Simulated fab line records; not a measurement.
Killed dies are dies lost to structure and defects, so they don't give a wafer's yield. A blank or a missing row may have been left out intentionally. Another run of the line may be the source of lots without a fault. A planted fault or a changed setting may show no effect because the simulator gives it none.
Chamber matching    flow gf180mcu    cmp-02 running GF_V4_CMP_26: 4 sister chambers
The step polishes, stops on SiO2, t overpolish 15 s, target thk 0 nm. 8 wafers are shown with their chamber, then 11 later ones without.

## EACH WAFER AND ITS CHAMBER
wafer   chamber  motor-current-A (A)  time-to-endpoint-s (s)
L081.1  2        11.0                 85
L082.3  3        13.6                 91
L082.4  1        12.2                 81
L082.5  2        10.9                 86
L083.1  1        12.5                 88
L083.2  0        11.6                 82
L083.5  0        12.0                 82
L084.1  3        14.6                 90

## WAFERS WITHOUT THEIR CHAMBER
wafer   motor-current-A (A)  time-to-endpoint-s (s)
L084.3  11.9                 84
L084.4  11.4                 83
L085.3  10.8                 82
L085.5  12.8                 92
L085.6  11.9                 81
L087.3  11.4                 77
L087.4  11.0                 79
L087.5  14.3                 86
L097.1  11.7                 87
L097.2  11.4                 88
L097.4  13.9                 95

## EACH ONE'S CHAMBER
wafer   from the rows above           in truth
L084.3  can't be placed: 0 or 1 or 2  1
L084.4  can't be placed: 0 or 2 or 1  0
L085.3  can't be placed: 2 or 0       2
L085.5  can't be placed: 1 or 3 or 0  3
L085.6  can't be placed: 0 or 1       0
L087.3  can't be placed: 0 or 2 or 1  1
L087.4  can't be placed: 0 or 2 or 1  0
L087.5  3                             3
L097.1  can't be placed: 1 or 2 or 0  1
L097.2  can't be placed: 2 or 0 or 1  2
L097.4  3                             3
Correct placement for 2 of the 11. Unplaceable from these rows: 9, with the true chamber sitting among the candidates in 9. Placed wrongly: 0.
How it was worked out, from the rows above alone: a wafer's distance from a chamber is the root of the sum, over the readings, of the square of ((its reading less the chamber's mean) divided by the reading's scatter). If the next closest chamber is less than 2 further off than the closest, the wafer can't be placed; otherwise it belongs to the closest. A chamber's mean is the mean of its shown wafers. How the scatter is found: for the shown wafers, subtract from each reading the mean of its chamber, square and add these, divide the total by (wafers less chambers), then take the root.
